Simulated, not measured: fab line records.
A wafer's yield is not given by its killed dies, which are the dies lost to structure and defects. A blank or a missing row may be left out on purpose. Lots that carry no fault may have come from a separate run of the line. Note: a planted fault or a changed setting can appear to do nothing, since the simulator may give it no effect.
Which tool did it? / flow gf180mcu / 14 lots, 42 wafers sampled, at 2 steps of a route of 602

## WHAT EACH GAUGE READ, for each wafer
GF_SAB_OVL_MEAS_10.
lot=L842; measured=day 15 03:19; on=overlay-02; SAB_OVL (nm)=-2.2 1.1 -1.0
lot=L843; measured=day 15 07:56; on=overlay-01; SAB_OVL (nm)=-2.7 -2.6 -1.5
lot=L844; measured=day 15 21:25; on=overlay-02; SAB_OVL (nm)=-1.5 -0.3 -0.7
lot=L845; measured=day 16 04:36; on=overlay-01; SAB_OVL (nm)=-2.2 -4.3 -2.4
lot=L846; measured=day 17 00:09; on=overlay-01; SAB_OVL (nm)=-2.5 -3.4 -3.2
lot=L847; measured=day 17 12:00; on=overlay-01; SAB_OVL (nm)=-1.0 -1.2 -2.8
lot=L849; measured=day 17 20:10; on=overlay-02; SAB_OVL (nm)=-1.8 -3.7 -3.4
lot=L852; measured=day 18 21:50; on=overlay-01; SAB_OVL (nm)=0.8 -1.8 -1.0
lot=L853; measured=day 19 06:27; on=overlay-01; SAB_OVL (nm)=-2.0 -2.0 -2.7
lot=L856; measured=day 20 07:41; on=overlay-01; SAB_OVL (nm)=-0.4 -0.9 -2.8
lot=L858; measured=day 20 23:09; on=overlay-01; SAB_OVL (nm)=-2.3 -3.9 -5.5
lot=L859; measured=day 21 08:15; on=overlay-02; SAB_OVL (nm)=-1.9 1.8 0.3
lot=L864; measured=day 22 21:51; on=overlay-02; SAB_OVL (nm)=0.3 -1.0 0.4
lot=L865; measured=day 23 17:46; on=overlay-02; SAB_OVL (nm)=-3.0 0.3 -0.4

## EACH LOT AND THE TOOL THAT RAN IT (in order: tool; ch and the chambers of the sampled wafers; start)
lot=L842; GF_SAB_CVD_00=pecvd-04 ch 1,2, day 14 06:54
lot=L843; GF_SAB_CVD_00=pecvd-04 ch 1,2, day 14 10:25
lot=L844; GF_SAB_CVD_00=pecvd-01 ch 0,1,2, day 15 00:02
lot=L845; GF_SAB_CVD_00=pecvd-04 ch 0,2, day 15 07:04
lot=L846; GF_SAB_CVD_00=pecvd-01 ch 0,1,2, day 16 02:34
lot=L847; GF_SAB_CVD_00=pecvd-03 ch 1,2, day 16 14:04
lot=L849; GF_SAB_CVD_00=pecvd-01 ch 1,2, day 16 21:43
lot=L852; GF_SAB_CVD_00=pecvd-04 ch 0,1,2, day 17 22:37
lot=L853; GF_SAB_CVD_00=pecvd-01 ch 1,2, day 18 06:19
lot=L856; GF_SAB_CVD_00=pecvd-01 ch 1,2, day 19 07:37
lot=L858; GF_SAB_CVD_00=pecvd-03 ch 0,2, day 19 23:13
lot=L859; GF_SAB_CVD_00=pecvd-04 ch 0,1,2, day 20 08:07
lot=L864; GF_SAB_CVD_00=pecvd-04 ch 0,2, day 21 23:02
lot=L865; GF_SAB_CVD_00=pecvd-01 ch 1,2, day 22 19:25
- GF_SAB_CVD_00: deposits SiO2 from TEOS, target thk 50 nm, time 4.9302 s.

## AS READ BY THE TOOLS THEMSELVES (means over the sampled wafers that have a number; for cases with no such wafer, the mark the record gives instead)
GF_SAB_CVD_00.
lot=L842; tool=pecvd-04; heater power outer w (W)=459; heater power w (W)=777; rf fwd power W (W)=592
lot=L843; tool=pecvd-04; heater power outer w (W)=392; heater power w (W)=716; rf fwd power W (W)=591
lot=L844; tool=pecvd-01; heater power outer w (W)=311; heater power w (W)=580; rf fwd power W (W)=586
lot=L845; tool=pecvd-04; heater power outer w (W)=478; heater power w (W)=808; rf fwd power W (W)=589
lot=L846; tool=pecvd-01; heater power outer w (W)=306; heater power w (W)=567; rf fwd power W (W)=585
lot=L847; tool=pecvd-03; heater power outer w (W)=385; heater power w (W)=633; rf fwd power W (W)=586
lot=L849; tool=pecvd-01; heater power outer w (W)=321; heater power w (W)=604; rf fwd power W (W)=589
lot=L852; tool=pecvd-04; heater power outer w (W)=403; heater power w (W)=703; rf fwd power W (W)=591
lot=L853; tool=pecvd-01; heater power outer w (W)=337; heater power w (W)=607; rf fwd power W (W)=562
lot=L856; tool=pecvd-01; heater power outer w (W)=322; heater power w (W)=606; rf fwd power W (W)=539
lot=L858; tool=pecvd-03; heater power outer w (W)=405; heater power w (W)=681; rf fwd power W (W)=587
lot=L859; tool=pecvd-04; heater power outer w (W)=387; heater power w (W)=694; rf fwd power W (W)=590
lot=L864; tool=pecvd-04; heater power outer w (W)=330; heater power w (W)=612; rf fwd power W (W)=589
lot=L865; tool=pecvd-01; heater power outer w (W)=260; heater power w (W)=512; rf fwd power W (W)=586

## THE ANSWER, worked out from the rows above alone
Rule: the usual values come from the lots themselves. Put in order of their means at a reading, lots are off if they are a third of the lots or fewer, leave a main group of 4 or more, and stand apart from it by a gap of 3 or more times the standard deviation of the main group's means; of several such gaps the widest counts. The tables above print the reading to a certain number of digits; a main group whose means all agree to those digits is not used. Also off: a lot with no number at a reading for which 4 or more lots have one. All remaining lots with rows at the step are treated as sound. Order of review: gauges by route order, followed by the tools' own readings, for which a lot's mean as printed above is used. At the first step where some lot is off, the reading lying furthest off is the one used; lots without a number count as furthest.
Off: L853, L856, at GF_SAB_CVD_00 (rf fwd power W). Main group: mean 588 W, sd 2.3.
A tool fits if, at that step or a process step before it, it ran every lot that is off, and no sound lot after the first of them. Of those tried, none fits.

## WHAT HAD BEEN PUT IN BY THE SIMULATOR
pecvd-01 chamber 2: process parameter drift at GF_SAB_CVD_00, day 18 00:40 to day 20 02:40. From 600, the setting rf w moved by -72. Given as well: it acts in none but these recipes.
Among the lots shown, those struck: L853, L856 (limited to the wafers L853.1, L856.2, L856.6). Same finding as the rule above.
